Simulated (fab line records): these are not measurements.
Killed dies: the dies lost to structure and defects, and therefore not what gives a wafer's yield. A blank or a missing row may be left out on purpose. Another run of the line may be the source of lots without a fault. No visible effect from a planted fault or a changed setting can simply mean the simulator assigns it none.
fab line records	flow sky130
[record] lots = 6	wafers = 18	last-day = 50
route steps=708 shown SONOS_ONO@172 GATE_OXIDE@187 POLY_GATE@204 RES_PROTECT@206 PAD_OPEN@708
lots with no fault: from the same line, run without faults
start-h: hours from the record's opening day to when the first of the lot's shown wafers began	wait-h: how many hours have passed since the lot's step before this one	" unchanged from the row above	L1.1+2: one row covering several wafers at once	- either no value or no given start	* or withheld: withheld	< > ~ a bound
route shown NAME@n: a module of which the file shows steps, and the number in the route of the first	usual: mean and standard deviation over wafers with no fault	same: alike in all rows	chamber/n: place in a boat	sites: the reading at each site	_std_site: standard deviation across them	_edge_site: the outer-site mean with the inner-site mean subtracted	radius-mm: for every site, how far away it sits from the centre of the wafer	mask NAME#n: copy n	behind: the most recent tool/chamber to have shaped the wafer	hold: why the lot went on hold/how many hours it stayed there/how the hold came to an end	device: the transistor (n, p or np) that didn't switch	end of line: tests of these same wafers at the route's end	for a step that has no rows: nothing shown but its recipe	killed: count of dies lost to structure and defects at first sort (not the wafer's yield)	map: a wafer's dies, marking killed ones x, the rest . and places with no die _
set.NAME: the setting that was run; set.NAME@STEP: the one run at that earlier step	model.NAME: the simulator's own value behind a step, which no gauge read
lots at some steps of the route; a table a step, a row a wafer
services: from which hour (start-h, from the record's first day; less than 0 if before it) a tool's chamber was out of use, for how many hours, and why
[[steps]]
[step SKY_SONOS_ONO_CVD_04]
[recipe] material = SiO2	precursor = SiH4/N2O	target-thk-nm = 5.7199	temp-c = 900	pressure-mtorr = 400
[step SKY_SONOS_ONO_THK_MEAS_05]
[recipe] reads = SiO2_of_SONOS_ONO_CVD_04
[usual] SONOS_ONO_CVD_04_THK = 5.75/0.11
lot.wafer	tool	chamber	start-h	wait-h	SONOS_ONO_CVD_04_THK[nm]
L487.1	film-metro-02	-	291.82	0.0	6.01
L487.5	"	-	"	"	6.07
L487.6	"	-	"	"	6.01
L491.1	film-metro-03	-	319.47	0.0	5.68
L491.3	"	-	"	"	5.55
L491.5	"	-	"	"	5.50
L492.2	film-metro-04	-	323.67	0.0	5.79
L492.5	"	-	"	"	5.77
L492.6	"	-	"	"	5.74
L493.1	film-metro-04	-	336.79	0.0	5.68
L493.4	"	-	"	"	5.79
L493.5	"	-	"	"	5.74
L503.1	film-metro-04	-	422.63	0.0	5.82
L503.5	"	-	"	"	5.62
L503.6	"	-	"	"	5.68
L506.1	film-metro-02	-	445.91	0.0	5.64
L506.2	"	-	"	"	5.78
L506.6	"	-	"	"	5.75
[step SKY_SONOS_ONO_DEHYDRATE_06]
[recipe] temp-c = 200	time-s = 60
[step SKY_SONOS_ONO_HMDS_07]
[recipe] prime-time-s = 60	prime-temp-c = 120
[step SKY_SONOS_ONO_COAT_08]
[recipe] resist = NOVOLAK	spin-rpm = 3000	resist-thk-nm = 1140
[step SKY_SONOS_ONO_SOFTBAKE_09]
[recipe] temp-c = 90	time-s = 60	resist = NOVOLAK
[step SKY_SONOS_ONO_EXPOSE_10]
[recipe] mask-id = ONOM	target-cd-nm = 410	na = 0.6	source-shape = conventional	sigma-outer = 0.6	dose-mj = 150
[step SKY_SONOS_ONO_PEB_11]
[recipe] temp-c = withheld	time-s = *	resist = NOVOLAK
[step SKY_SONOS_ONO_DEVELOP_12]
[recipe] develop-time-s = 60	dev-temp-c = 23
[step SKY_SONOS_ONO_CD_MEAS_13]
[recipe] target-cd-nm = 410
[usual] cd-nm = 410.0/2.3
lot.wafer	tool	chamber	start-h	wait-h	cd-nm
L487.1	cd-sem-02	-	316.82	0.1	408.2
L487.5	"	-	"	"	407.6
L487.6	"	-	"	"	406.3
L491.1	cd-sem-02	-	346.84	0.1	408.3
L491.3	"	-	"	"	405.8
L491.5	"	-	"	"	409.2
L492.2	cd-sem-02	-	351.21	0.1	412.5
L492.5	"	-	"	"	410.2
L492.6	"	-	"	"	412.3
L493.1	cd-sem-02	-	365.17	0.1	410.3
L493.4	"	-	"	"	409.7
L493.5	"	-	"	"	411.0
L503.1	cd-sem-02	-	452.89	0.1	412.5
L503.5	"	-	"	"	412.0
L503.6	"	-	"	"	410.0
L506.1	cd-sem-02	-	475.89	0.1	409.2
L506.2	"	-	"	"	411.6
L506.6	"	-	"	"	410.6
[step SKY_SONOS_ONO_OVL_MEAS_14]
[usual] SONOS_ONO_OVL = 0.4/1.5
lot.wafer	tool	chamber	start-h	wait-h	SONOS_ONO_OVL[nm]
L487.1	overlay-01	-	316.94	0.1	1.1
L487.5	"	-	"	"	0.6
L487.6	"	-	"	"	-0.2
L491.1	overlay-01	-	346.96	0.1	0.8
L491.3	"	-	"	"	0.2
L491.5	"	-	"	"	1.6
L492.2	overlay-01	-	351.32	0.1	-2.1
L492.5	"	-	"	"	-1.2
L492.6	"	-	"	"	-1.3
L493.1	overlay-01	-	365.29	0.1	-0.6
L493.4	"	-	"	"	0.0
L493.5	"	-	"	"	-1.0
L503.1	overlay-02	-	453.01	0.1	2.6
L503.5	"	-	"	"	1.8
L503.6	"	-	"	"	1.9
L506.1	overlay-02	-	476.01	0.1	-1.2
L506.2	"	-	"	"	-1.8
L506.6	"	-	"	"	-2.3
[step SKY_SONOS_ONO_ETCH_15]
[recipe] target-depth-nm = 19.52	chemistry = CHF3/O2	source-w = 600	bias-w = 200	pressure-mtorr = 40	chf3-flow-sccm = 50	O2_flow_sccm = 5	time-s = 7.8
[usual] O2_flow_sccm = 5.004/0.016	drypump-motor-current-A = 5.8/0.45	oes-product-au = 1.005/0.011	throttle-valve-pct = 8.825/0.0095
lot.wafer	tool	chamber	start-h	wait-h	O2_flow_sccm	drypump-motor-current-A	oes-product-au	rf-hours-counter-h	throttle-valve-pct
L487.1	rie-diel-04	2	316.97	0.0	4.967	6.3	1.004	9	8.823
L487.5	"	1	"	"	4.997	5.6	1.005	-	8.830
L487.6	"	0	"	"	4.969	6.2	0.992	-	8.828
L491.1	rie-diel-01	0	347.00	0.0	5.004	6.5	0.998	85	8.815
L491.3	"	2	"	"	5.016	6.1	1.015	9	8.829
L491.5	"	2	"	"	5.019	6.1	1.021	-	8.826
L492.2	rie-diel-04	3	351.35	0.0	5.016	5.9	1.004	14	8.825
L492.5	"	1	"	"	5.012	5.6	1.015	-	8.822
L492.6	"	0	"	"	5.011	6.2	1.007	-	8.840
L493.1	rie-diel-02	3	365.32	0.0	4.997	5.1	1.002	1	8.813
L493.4	"	2	"	"	4.995	5.2	0.999	94	8.828
L493.5	"	2	"	"	5.003	5.2	1.017	-	8.821
L503.1	rie-diel-01	2	453.05	0.0	5.016	6.0	1.022	11	8.830
L503.5	"	1	"	"	4.978	5.2	1.011	-	8.828
L503.6	"	0	"	"	5.028	6.5	1.011	-	8.844
L506.1	rie-diel-04	1	476.05	0.0	5.004	5.6	1.018	87	8.822
L506.2	"	2	"	"	5.042	6.4	1.019	11	8.821
L506.6	"	3	"	"	4.993	5.8	1.000	-	8.823
[step SKY_SONOS_ONO_WET_ETCH_16]
[recipe] chemistry = dHF	target-depth-nm = 14	dry = n2-spin	target = SiO2	dilution = 100:1	temp-c = 25	time-s = 280
lot.wafer	tool	chamber	start-h	wait-h
L487.1+5+6	wet-bench-04	2	316.99	0.0
L491.1+3+5	wet-bench-04	3	347.02	0.0
L492.2+5+6	wet-bench-03	3	351.37	0.0
L493.1+4+5	wet-bench-04	0	365.34	0.0
L503.1+5+6	wet-bench-04	0	453.07	0.0
L506.1+2+6	wet-bench-04	3	476.07	0.0
[step SKY_SONOS_ONO_STRIP_17]
[recipe] chemistry = O2/N2	power-w = 1400	pressure-mtorr = 1500	platen-temp-c = withheld	o2-flow-sccm = 3000	n2-flow-sccm = 300	overash-fraction = 0.5
[usual] drypump-motor-current-A = 5.9/0.6	n2-flow-sccm = 299.9/0.87	oes-product-au = 0.710/0.0045	strip-time-to-endpoint-s = 14.09/0.036
lot.wafer	tool	chamber	start-h	wait-h	drypump-motor-current-A	n2-flow-sccm	oes-product-au	rf-hours-counter-h	strip-time-to-endpoint-s
L487.1	plasma-asher-02	1	317.08	0.0	6.7	300.5	0.704	51	14.09
L487.5	"	0	"	"	5.3	299.7	0.708	-	14.11
L487.6	"	1	"	"	6.6	300.0	0.707	-	14.11
L491.1	plasma-asher-02	1	347.12	0.0	6.5	298.0	0.711	55	14.15
L491.3	"	0	"	"	5.3	300.9	0.705	-	14.14
L491.5	"	1	"	"	6.6	299.7	0.708	-	14.11
L492.2	plasma-asher-01	1	351.46	0.0	6.4	299.4	0.713	63	14.11
L492.5	"	1	"	"	6.4	300.9	0.706	-	14.11
L492.6	"	0	"	"	5.6	299.4	0.715	-	14.08
L493.1	plasma-asher-03	0	365.43	0.0	5.0	298.3	0.711	23	14.05
L493.4	"	0	"	"	5.0	300.2	0.710	-	14.08
L493.5	"	0	"	"	5.0	298.8	0.702	-	14.06
L503.1	plasma-asher-01	0	453.16	0.0	5.6	299.6	0.711	2	14.05
L503.5	"	1	"	"	6.5	298.7	0.709	-	14.10
L503.6	"	0	"	"	5.6	298.2	0.705	-	14.14
L506.1	plasma-asher-02	0	476.16	0.0	5.3	299.7	0.708	68	14.04
L506.2	"	1	"	"	6.6	301.2	0.717	68	14.03
L506.6	"	1	"	"	6.6	301.1	0.704	-	14.01
[step SKY_SONOS_ONO_WET_ETCH_18]
[recipe] chemistry = H3PO4	target-depth-nm = 15	target = Si3N4	temp-c = 160	time-s = 172
[step SKY_GATE_OXIDE_CLEAN_00]
[recipe] chemistry = SC1/SC2	mix = 1:4:20	temp-c = 70	time-s = 150	dry = n2-spin
[step SKY_GATE_OXIDE_OXIDATION_01]
[recipe] temp-c = 900	ambient = O2	stabilise-s = 600	purge-s = 300	target-thk-a = 102.68	ox-time-s = 1473
[step SKY_GATE_OXIDE_THK_MEAS_02]
[recipe] reads = SiO2_of_GATE_OXIDE_OXIDATION_01
[usual] GATE_OXIDE_OXIDATION_00_THK = 10.26/0.2
lot.wafer	tool	chamber	start-h	wait-h	GATE_OXIDE_OXIDATION_00_THK[nm]
L487.1	film-metro-02	-	319.63	0.0	10.14
L487.5	"	-	"	"	10.27
L487.6	"	-	"	"	10.24
L491.1	film-metro-03	-	349.46	0.0	10.60
L491.3	"	-	"	"	10.45
L491.5	"	-	"	"	10.53
L492.2	film-metro-03	-	353.31	0.0	10.03
L492.5	"	-	"	"	10.32
L492.6	"	-	"	"	10.26
L493.1	film-metro-03	-	367.05	0.0	10.16
L493.4	"	-	"	"	10.18
L493.5	"	-	"	"	10.15
L503.1	film-metro-03	-	454.95	0.0	10.35
L503.5	"	-	"	"	9.97
L503.6	"	-	"	"	10.14
L506.1	film-metro-02	-	477.94	0.0	9.84
L506.2	"	-	"	"	9.98
L506.6	"	-	"	"	9.97
[step SKY_GATE_OXIDE_DEHYDRATE_03]
[recipe] temp-c = 200	time-s = 60
[step SKY_GATE_OXIDE_HMDS_04]
[recipe] prime-time-s = 60	prime-temp-c = 120
[step SKY_GATE_OXIDE_COAT_05]
[recipe] resist = NOVOLAK	spin-rpm = 3000	resist-thk-nm = 1140
[step SKY_GATE_OXIDE_SOFTBAKE_06]
[recipe] temp-c = 90	time-s = 60	resist = NOVOLAK
[step SKY_GATE_OXIDE_EXPOSE_07]
[recipe] mask-id = LVOM	na = 0.6	source-shape = conventional	sigma-outer = 0.6	polarization = unpolarized	target-cd-nm = 600	dose-mj = 170
[step SKY_GATE_OXIDE_PEB_08]
[recipe] temp-c = withheld	time-s = *	resist = NOVOLAK
[step SKY_GATE_OXIDE_DEVELOP_09]
[recipe] resist = NOVOLAK	developer = TMAH	develop-time-s = 60	dev-temp-c = 23
[step SKY_GATE_OXIDE_OVL_MEAS_10]
[usual] GATE_OXIDE_OVL = 1.2/1.5
lot.wafer	tool	chamber	start-h	wait-h	GATE_OXIDE_OVL[nm]
L487.1	overlay-01	-	346.54	0.1	2.5
L487.5	"	-	"	"	2.7
L487.6	"	-	"	"	4.1
L491.1	overlay-02	-	377.44	0.1	-0.2
L491.3	"	-	"	"	0.5
L491.5	"	-	"	"	0.0
L492.2	overlay-01	-	381.44	0.1	1.7
L492.5	"	-	"	"	0.7
L492.6	"	-	"	"	1.1
L493.1	overlay-01	-	395.49	0.1	-0.7
L493.4	"	-	"	"	-1.9
L493.5	"	-	"	"	-0.4
L503.1	overlay-02	-	485.09	0.1	3.2
L503.5	"	-	"	"	2.3
L503.6	"	-	"	"	3.2
L506.1	overlay-01	-	507.89	0.1	3.2
L506.2	"	-	"	"	3.3
L506.6	"	-	"	"	3.5
[step SKY_GATE_OXIDE_IMPLANT_11]
[recipe] species = B	energy-kev = 10	dose-cm2 = 2.6e+12	tilt-deg = withheld
[step SKY_GATE_OXIDE_WET_ETCH_12]
[recipe] chemistry = dHF	target-depth-nm = 16.8	dry = n2-spin	target = SiO2	dilution = 100:1	temp-c = 25	time-s = 336
[step SKY_GATE_OXIDE_STRIP_13]
[recipe] chemistry = O2/N2	power-w = 1400	pressure-mtorr = 1500	platen-temp-c = withheld	o2-flow-sccm = 3000	n2-flow-sccm = 300	overash-fraction = 0.5
[usual] drypump-motor-current-A = 5.8/0.51	n2-flow-sccm = 300.0/0.88	oes-product-au = 0.715/0.0049	strip-time-to-endpoint-s = 14.18/0.035
lot.wafer	tool	chamber	start-h	wait-h	drypump-motor-current-A	n2-flow-sccm	oes-product-au	rf-hours-counter-h	strip-time-to-endpoint-s
L487.1	plasma-asher-04	1	346.85	0.0	6.2	300.1	0.724	67	14.19
L487.5	"	0	"	"	5.3	299.4	0.712	-	14.18
L487.6	"	1	"	"	6.3	300.7	0.701	-	14.16
L491.1	plasma-asher-01	0	377.73	0.0	5.6	300.2	0.712	65	14.15
L491.3	"	0	"	"	5.6	300.0	0.713	-	14.15
L491.5	"	1	"	"	6.5	300.6	0.718	-	14.14
L492.2	plasma-asher-01	0	381.73	0.0	5.6	298.6	0.720	66	14.16
L492.5	"	1	"	"	6.5	300.0	0.712	-	14.19
L492.6	"	0	"	"	5.6	299.1	0.710	-	14.14
L493.1	plasma-asher-03	1	395.78	0.0	6.0	301.0	0.728	26	14.12
L493.4	"	0	"	"	5.0	299.4	0.710	-	14.15
L493.5	"	0	"	"	5.0	300.9	0.715	-	14.14
L503.1	plasma-asher-01	0	485.48	0.0	5.6	298.4	0.718	6	14.15
L503.5	"	0	"	"	5.6	299.3	0.712	-	14.25
L503.6	"	1	"	"	6.5	300.5	0.713	-	14.25
L506.1	plasma-asher-04	0	508.18	0.0	5.3	299.3	0.718	83	14.19
L506.2	"	1	"	"	6.3	300.7	0.716	83	14.23
L506.6	"	0	"	"	5.4	298.7	0.719	-	14.20
[step SKY_GATE_OXIDE_TW_MEAS_14]
[usual] GATE_OXIDE_TW = 223.4/2.3
lot.wafer	tool	chamber	start-h	wait-h	GATE_OXIDE_TW
L487.1	film-metro-01	-	346.95	0.1	226.3
L487.5	"	-	"	"	226.4
L487.6	"	-	"	"	224.5
L491.1	film-metro-01	-	377.83	0.1	226.1
L491.3	"	-	"	"	224.9
L491.5	"	-	"	"	225.0
L492.2	film-metro-03	-	381.84	0.1	222.5
L492.5	"	-	"	"	222.5
L492.6	"	-	"	"	223.3
L493.1	film-metro-02	-	395.88	0.1	220.9
L493.4	"	-	"	"	220.2
L493.5	"	-	"	"	222.0
L503.1	film-metro-03	-	485.58	0.1	225.0
L503.5	"	-	"	"	224.3
L503.6	"	-	"	"	224.6
L506.1	film-metro-03	-	508.28	0.1	224.7
L506.2	"	-	"	"	226.0
L506.6	"	-	"	"	226.0
[step SKY_GATE_OXIDE_CLEAN_15]
[recipe] chemistry = SC1/SC2	mix = 1:4:20	temp-c = 70	time-s = 150	dry = n2-spin
[step SKY_GATE_OXIDE_OXIDATION_16]
[recipe] temp-c = 800	ambient = O2	idle-temp-c = 700	ramp-up-c-per-min = 10	ramp-down-c-per-min = 3	stabilise-s = 600	purge-s = 300	target-thk-a = 35.7	ox-time-s = 1915
[step SKY_POLY_GATE_CVD_00]
[recipe] material = poly-Si	target-thk-nm = 180	temp-c = 620	time-s = 720	pressure-mtorr = 200
[step SKY_POLY_GATE_THK_MEAS_01]
[recipe] reads = poly-Si_of_POLY_GATE_CVD_00
[usual] POLY_GATE_CVD_00_THK = 178.9/1.4
lot.wafer	tool	chamber	start-h	wait-h	POLY_GATE_CVD_00_THK[nm]
L487.1	film-metro-02	-	350.41	0.0	178.9
L487.5	"	-	"	"	179.6
L487.6	"	-	"	"	178.8
L491.1	film-metro-01	-	382.72	0.0	176.5
L491.3	"	-	"	"	177.0
L491.5	"	-	"	"	178.3
L492.2	film-metro-01	-	388.08	0.0	175.9
L492.5	"	-	"	"	176.2
L492.6	"	-	"	"	177.0
L493.1	film-metro-04	-	399.26	0.0	180.7
L493.4	"	-	"	"	179.9
L493.5	"	-	"	"	179.3
L503.1	film-metro-01	-	488.43	0.0	180.2
L503.5	"	-	"	"	181.6
L503.6	"	-	"	"	181.0
L506.1	film-metro-02	-	511.12	0.0	179.6
L506.2	"	-	"	"	178.9
L506.6	"	-	"	"	179.3
[step SKY_RES_PROTECT_DEHYDRATE_00]
[recipe] temp-c = 200	time-s = 60
[step SKY_RES_PROTECT_HMDS_01]
[recipe] prime-time-s = 60	prime-temp-c = 120
[step SKY_RES_PROTECT_COAT_02]
[recipe] resist = NOVOLAK	spin-rpm = 3000	resist-thk-nm = 1140
[step SKY_RES_PROTECT_SOFTBAKE_03]
[recipe] temp-c = 90	time-s = 60	resist = NOVOLAK
[step SKY_RES_PROTECT_EXPOSE_04]
[recipe] mask-id = RPM	na = 0.6	source-shape = conventional	sigma-outer = 0.6	polarization = unpolarized	target-cd-nm = 1270	dose-mj = 131
[step SKY_RES_PROTECT_PEB_05]
[recipe] temp-c = withheld	time-s = *	resist = NOVOLAK
[step SKY_RES_PROTECT_DEVELOP_06]
[recipe] resist = NOVOLAK	developer = TMAH	develop-time-s = 60	dev-temp-c = 23
[step SKY_POLY_GATE_IMPLANT_02]
[recipe] species = P	energy-kev = 30	dose-cm2 = 7.7e+15	tilt-deg = 0
[step SKY_PAD_OPEN_PROBE_99]
[usual] killed_at_M0_to_M3 = 43/6.8	killed_at_M4_up = 2.9/1.7	killed-at-contacts = 24/5.4	killed-at-front-end = 15/4.8	killed-at-other = 0.3/0.57	killed-dies = 85/9.4	killed-open = 47/7.5	killed-short = 38/5.7
[same] gross-dies = 492	killed-at-back-side = 0
lot.wafer	tool	chamber	start-h	wait-h	hold	killed_at_M0_to_M3	killed_at_M4_up	killed-at-contacts	killed-at-front-end	killed-at-other	killed-dies	killed-open	killed-short
L487.1	prober-01	-	1097.21	0.1	-	53	4	24	13	0	94	49	45
L487.5	prober-01	-	1097.41	0.2	-	42	4	30	14	1	91	49	42
L487.6	prober-01	-	1097.46	0.2	-	55	4	28	15	1	103	59	44
L491.1	prober-01	-	1120.67	0.1	await-dispo/8.0h/release	33	3	19	71	1	127	39	34
L491.3	prober-01	-	1120.77	0.2	await-dispo/8.0h/release	55	3	18	58	0	134	48	38
L491.5	prober-01	-	1120.87	0.2	await-dispo/8.0h/release	38	0	20	59	0	117	40	32
L492.2	prober-02	-	1126.20	0.1	-	48	1	22	16	1	88	43	45
L492.5	prober-02	-	1126.35	0.2	-	53	2	19	19	0	93	52	41
L492.6	prober-02	-	1126.40	0.2	-	40	4	20	18	0	82	45	37
L493.1	prober-01	-	1129.12	0.1	await-dispo/3.2h/release	32	1	24	81	2	140	36	31
L493.4	prober-01	-	1129.27	0.2	await-dispo/3.2h/release	49	4	24	81	0	158	50	39
L493.5	prober-01	-	1129.32	0.2	await-dispo/3.2h/release	37	3	24	81	0	145	41	39
L503.1	prober-01	-	1182.07	0.1	-	50	2	28	16	0	96	52	44
L503.5	prober-01	-	1182.27	0.2	-	48	1	23	21	0	93	56	37
L503.6	prober-01	-	1182.32	0.2	-	44	2	24	14	0	84	45	39
L506.1	prober-02	-	1188.28	0.1	-	41	3	30	6	0	80	47	33
L506.2	prober-02	-	1188.33	0.1	-	44	0	19	13	1	77	42	35
L506.6	prober-02	-	1188.53	0.2	-	38	7	21	13	0	79	47	32
// killed by level:class
L487.1 VIA1:geometric-particle:open=15 LOCAL_INTERCONNECT:geometric-particle:short=9 VIA2:geometric-particle:open=7 POLY_GATE:geometric-particle:short=6 VIA3:geometric-particle:open=6 LI_CONTACT:geometric-particle:open=6 VIA1:geometric-particle:short=6 METAL1:geometric-particle:short=6
L487.5 VIA1:geometric-particle:open=9 CONTACT:geometric-particle:open=8 METAL1:geometric-particle:short=7 VIA2:geometric-particle:open=7 FIELD_ISO:geometric-particle:short=6 LOCAL_INTERCONNECT:geometric-particle:short=6 LI_CONTACT:geometric-particle:open=5 CONTACT:geometric-particle:short=5
L487.6 METAL1:geometric-particle:short=11 CONTACT:geometric-particle:open=11 VIA1:geometric-particle:open=11 VIA3:geometric-particle:open=9 POLY_GATE:geometric-particle:open=8 VIA1:geometric-particle:short=7 LI_CONTACT:geometric-particle:short=4 LOCAL_INTERCONNECT:geometric-particle:open=4
L491.1 SONOS_ONO:unspecified=54 CONTACT:geometric-particle:open=7 VIA2:geometric-particle:open=7 LOCAL_INTERCONNECT:geometric-particle:short=6 VIA1:geometric-particle:open=6 FIELD_ISO:geometric-particle:short=5 VIA1:geometric-particle:short=5 POLY_GATE:geometric-particle:short=4
L491.3 SONOS_ONO:unspecified=48 VIA2:geometric-particle:open=11 VIA3:geometric-particle:open=9 VIA1:geometric-particle:open=8 LI_CONTACT:geometric-particle:open=6 METAL2:geometric-particle:short=6 CONTACT:geometric-particle:short=5 VIA2:geometric-particle:short=5
L491.5 SONOS_ONO:unspecified=45 VIA3:geometric-particle:open=6 VIA1:geometric-particle:open=6 METAL2:geometric-particle:short=6 POLY_GATE:geometric-particle:open=5 CONTACT:geometric-particle:open=5 VIA2:geometric-particle:open=5 LI_CONTACT:geometric-particle:short=4
L492.2 VIA3:geometric-particle:open=9 VIA3:geometric-particle:short=9 CONTACT:geometric-particle:open=8 METAL2:geometric-particle:short=8 LI_CONTACT:geometric-particle:open=5 VIA1:geometric-particle:open=5 FIELD_ISO:geometric-particle:short=4 POLY_GATE:geometric-particle:open=4
L492.5 VIA1:geometric-particle:open=13 CONTACT:geometric-particle:open=9 METAL2:geometric-particle:short=9 VIA2:geometric-particle:open=8 VIA3:geometric-particle:open=7 LOCAL_INTERCONNECT:geometric-particle:short=5 POLY_GATE:geometric-particle:short=4 VIA2:geometric-particle:short=4
L492.6 VIA1:geometric-particle:open=9 VIA3:geometric-particle:open=8 VIA2:geometric-particle:open=7 CONTACT:geometric-particle:open=7 CONTACT:geometric-particle:short=6 FIELD_ISO:geometric-particle:open=5 VIA2:geometric-particle:short=5 POLY_GATE:geometric-particle:short=4
L493.1 SONOS_ONO:unspecified=73 CONTACT:geometric-particle:open=12 METAL2:geometric-particle:short=7 LI_CONTACT:geometric-particle:open=5 VIA1:geometric-particle:open=5 VIA2:geometric-particle:open=4 VIA3:geometric-particle:short=4 FIELD_ISO:geometric-particle:open=3
L493.4 SONOS_ONO:unspecified=69 VIA1:geometric-particle:open=10 VIA3:geometric-particle:open=7 CONTACT:geometric-particle:short=7 LI_CONTACT:geometric-particle:open=6 METAL2:geometric-particle:short=5 CONTACT:geometric-particle:open=5 METAL1:geometric-particle:short=4
L493.5 SONOS_ONO:unspecified=65 CONTACT:geometric-particle:open=7 CONTACT:geometric-particle:short=7 VIA1:geometric-particle:open=6 VIA3:geometric-particle:open=6 POLY_GATE:geometric-particle:open=5 METAL2:geometric-particle:short=5 VIA2:geometric-particle:open=5
L503.1 VIA1:geometric-particle:open=13 METAL1:geometric-particle:short=10 CONTACT:geometric-particle:open=9 FIELD_ISO:geometric-particle:open=8 LOCAL_INTERCONNECT:geometric-particle:short=7 METAL2:geometric-particle:short=7 VIA2:geometric-particle:open=7 LI_CONTACT:geometric-particle:open=4
L503.5 VIA1:geometric-particle:open=11 LI_CONTACT:geometric-particle:open=10 METAL2:geometric-particle:short=8 CONTACT:geometric-particle:open=7 FIELD_ISO:geometric-particle:open=6 VIA3:geometric-particle:short=6 POLY_GATE:geometric-particle:open=6 METAL1:geometric-particle:short=6
L503.6 VIA1:geometric-particle:open=11 CONTACT:geometric-particle:open=10 VIA1:geometric-particle:short=6 METAL2:geometric-particle:short=5 CONTACT:geometric-particle:short=5 VIA3:geometric-particle:open=5 POLY_GATE:geometric-particle:short=4 LI_CONTACT:geometric-particle:open=4
L506.1 CONTACT:geometric-particle:open=11 LI_CONTACT:geometric-particle:open=10 VIA1:geometric-particle:open=9 VIA3:geometric-particle:short=6 VIA2:geometric-particle:open=6 LOCAL_INTERCONNECT:geometric-particle:short=4 METAL2:geometric-particle:short=4 VIA3:geometric-particle:open=4
L506.2 VIA1:geometric-particle:open=9 LI_CONTACT:geometric-particle:open=7 CONTACT:geometric-particle:open=6 METAL1:geometric-particle:short=6 VIA3:geometric-particle:open=6 METAL2:geometric-particle:short=6 FIELD_ISO:geometric-particle:open=5 VIA2:geometric-particle:short=5
L506.6 CONTACT:geometric-particle:open=10 VIA1:geometric-particle:open=8 VIA2:geometric-particle:open=7 VIA3:geometric-particle:open=6 METAL4:geometric-particle:short=6 LI_CONTACT:geometric-particle:open=5 METAL1:geometric-particle:short=4 VIA1:geometric-particle:short=4
// map L491.3 (x killed, . not)
__________xxxxx...x._________
________xxxxxxxxx.x..._______
______xxxxxxxxxx.....x.._____
_____xxxxxxxxxxx...x.....____
____x.x.xxxxxxxx.....x....___
___.....xxxxxx.x...........__
__.......xxx..xx.x..x..x...._
_.xx...x..x.x.............x..
_...x..........x..xxx......xx
_...xx.....xx..xx.......x.x..
_...x.x..xxx....xx...x...x...
_.x..........x..x.x..........
_.xx...x..x.....x..x......x..
_..........xx...x............
_.x..x..............x..xx....
__..........x..............._
___......x....x....xx......__
____.x.xx...........x.x...___
_____........xx........x.____
______..x........x...x.._____
________.x...xx......._______
__________......x..._________
// map L493.4 (x killed, . not)
__________.........._________
________x..xx...xxx..._______
______..xx.x.x..x.x..x.._____
_____..x......x....x...x.____
____..x....xx.x....x...x..___
___....xxxx.xxxxxx.........__
__........xxxxxxxxx.x.x....._
_.....x..xxxxxxxxxxx......x..
_...x.....xxxxxxxxxx......xx.
_x......xxxxxxxxxxxx....xx...
_....x.x..xxxxxxxxxxx.x.....x
_...xxx.xxxxxxxxxxx..........
_.xx.......xx.xxx.x.x.......x
_.....x.....x...x.xx........x
_....x........x.......x.x....
__..x.xx.x............x....._
___x......x.........x.x....__
____....x.x........x....xx___
_____.x......xx..........____
______......x...x....x.x_____
________..x.x...x....._______
__________.........._________
[[services]]
tool	chamber	start-h	hours	kind
rie-diel-04	0	305.93	7.2	repair
plasma-asher-04	-	307.58	1.6	repair
plasma-asher-03	-	327.96	13.8	repair
rie-diel-01	0	333.04	4.3	repair
rie-diel-04	-	335.03	14.6	pm
plasma-asher-04	-	365.85	0.3	repair
rie-diel-04	0	376.34	15.0	repair
rie-diel-04	1	379.94	3.3	repair
rie-diel-01	1	404.36	2.4	repair
plasma-asher-04	-	407.73	1.6	repair
rie-diel-04	1	417.82	13.7	repair
plasma-asher-01	-	421.25	9.0	pm
plasma-asher-01	0	421.25	9.0	vent-cycle
plasma-asher-01	1	421.25	9.0	vent-cycle
rie-diel-02	1	423.65	6.2	repair
rie-diel-01	2	430.47	8.1	repair
rie-diel-01	1	433.80	8.5	repair
rie-diel-02	0	441.25	2.9	repair
rie-diel-04	2	441.26	23.3	repair
rie-diel-01	1	444.73	5.7	repair
rie-diel-02	1	468.34	8.6	repair
plasma-asher-01	-	496.61	2.7	repair
rie-diel-04	1	497.03	3.4	repair
plasma-asher-02	-	506.65	0.4	repair
[[key]]
[first-sign] step = SKY_PAD_OPEN_PROBE_99	reading = killed-at-front-end	direction = up	sigmas = 12	usual = 15	struck = 72
[effect] step = SKY_PAD_OPEN_PROBE_99	reading = killed-dies	direction = up	sigmas = 5.5	usual = 85	struck = 137
met-at SKY_SONOS_ONO_WET_ETCH_16
struck-wafers L491.1,L491.3,L491.5,L493.1,L493.4,L493.5
tester-left-out L491,L493
onset-between 316.99 347.02
[fault] kind = chamber-particle-source	tool = wet-bench-04	chamber = -	onset-h = 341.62	steps = SKY_SONOS_ONO_WET_ETCH_16	rate-per-visit-cm2 = 1.8098	end-h = 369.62
// tester-left-out: of these lots the tester's yield and bins aren't shown, on N5 and GAA mostly nor the transistor test; their killed dies are dies lost to structure and defects alone, not to doping, threshold or leakage, so they don't give the yield
